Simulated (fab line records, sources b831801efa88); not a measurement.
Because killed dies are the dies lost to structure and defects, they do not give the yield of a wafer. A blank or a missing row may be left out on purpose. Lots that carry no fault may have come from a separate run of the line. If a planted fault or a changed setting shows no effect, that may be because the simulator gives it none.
Problem report, 8D (eight disciplines) form, completed by code | flow gf180mcu | the parts of the form that need people (team, actions taken, sign-off) are left out

== 1. WHAT IS WRONG ==
At GF_M3_SPUTTER_04, chamberPressurePa averages 0.3569 Pa over 6 wafers from 2 lots, while fault-free wafers read 0.4000 Pa, standard deviation 0.00081. Relative to the usual mean, that is a shift of -53 standard deviations.
The step: material TiN, target thk 50 nm, time 41.7 s.
Seen first at day 26 13:20 on pvdSputter-02, wafer L838.2. Wafers with a number at this step in the record: 18, from 6 lots. Rule for "out", or "out of limits": more than 4 standard deviations from the usual mean. Any other wafer with a number is counted as sound.

== 2. WHAT THIS IS AND IS NOT ==
question                    | is                     | is not
which readings at this step | chamberPressurePa      | -
which lots                  | L837, L838             | L824, L828, L841, L842
which wafers of those lots  | all that have a number | -
read on which tools         | pvdSputter-02          | pvdSputter-04
when                        | from day 26 13:20      | up to then (6 sound wafers); but 6 sound wafers of L841, L842 came after

== 3. THE SUSPECTS, EACH WITH WHAT RULES IT OUT ==
Counting: a tool at a process step up to the reading stays a suspect if it ran every lot that is out and no sound lot after the first of them.
- pvdSputter-02 at GF_M3_SPUTTER_00 (material Ti, target thk 37.5 nm, time 150 s): kept. Every lot that is out went through it, starting with L838 (day 26 13:10), and after that it ran no sound lot; the last sound lot it ran before then is L824 (day 21 20:26).
- pvdSputter-02 at GF_M3_SPUTTER_01 (material TiN, target thk 30 nm, time 25 s): kept. Every lot that is out went through it, starting with L838 (day 26 13:16), and after that it ran no sound lot; the last sound lot it ran before then is L824 (day 21 20:32).
- pvdSputter-02 at GF_M3_SPUTTER_02 (material AlCu, target thk 450 nm, time 23.9 s): kept. Every lot that is out went through it, starting with L838 (day 26 13:17), and after that it ran no sound lot; the last sound lot it ran before then is L824 (day 21 20:34).
- pvdSputter-02 at GF_M3_SPUTTER_03 (material Ti, target thk 10 nm, time 6.7 s): kept. Every lot that is out went through it, starting with L838 (day 26 13:19), and after that it ran no sound lot; the last sound lot it ran before then is L824 (day 21 20:36).
- pvdSputter-02 at GF_M3_SPUTTER_04 (material TiN, target thk 50 nm, time 41.7 s): kept. Every lot that is out went through it, starting with L838 (day 26 13:20), and after that it ran no sound lot; the last sound lot it ran before then is L824 (day 21 20:37). On those wafers its own readings are out: chamberPressurePa.
Left after counting: pvdSputter-02 at GF_M3_SPUTTER_00, pvdSputter-02 at GF_M3_SPUTTER_01, pvdSputter-02 at GF_M3_SPUTTER_02, pvdSputter-02 at GF_M3_SPUTTER_03, pvdSputter-02 at GF_M3_SPUTTER_04.

== 4. THE CAUSE (what the simulator had put in) ==
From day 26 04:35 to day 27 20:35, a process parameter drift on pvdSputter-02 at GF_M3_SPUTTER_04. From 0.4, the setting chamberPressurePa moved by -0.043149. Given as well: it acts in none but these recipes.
This tool is one of the 5 suspects left after counting.

== 5. THE EFFECT CHAIN, in route order ==
One row per reading whose mean, taken over the struck wafers that have a number, lies over 3 standard deviations from the usual. Scope: only readings with a usual standard deviation given in the record; hours: median across lots of the time from each lot's start at the first step in this table that gives one to its start at this step; sigmas: change in usual standard deviations.
hours | step             | reading           | usual     | on struck wafers | change  | sigmas
0     | GF_M3_SPUTTER_04 | chamberPressurePa | 0.4000 Pa | 0.3569           | -0.0431 | -53
The process steps in it:
- GF_M3_SPUTTER_04: material TiN, target thk 50 nm, time 41.7 s.
Later measuring or inspecting steps at which every struck wafer that the step has a row for has a number for every such reading, and none has moved that far: GF_M3_RS_MEAS_05, GF_M3_THK_MEAS_06, GF_M3_CD_MEAS_14, GF_M3_OVL_MEAS_15, GF_V3_THK_MEAS_01, GF_V3_THK_MEAS_03, GF_V3_BOW_MEAS_05.

== 6. WHAT WOULD HAVE CAUGHT IT SOONER ==
9 hours passed between the start of the fault at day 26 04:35 and the first reading out of limits in this record, taken at day 26 13:20.
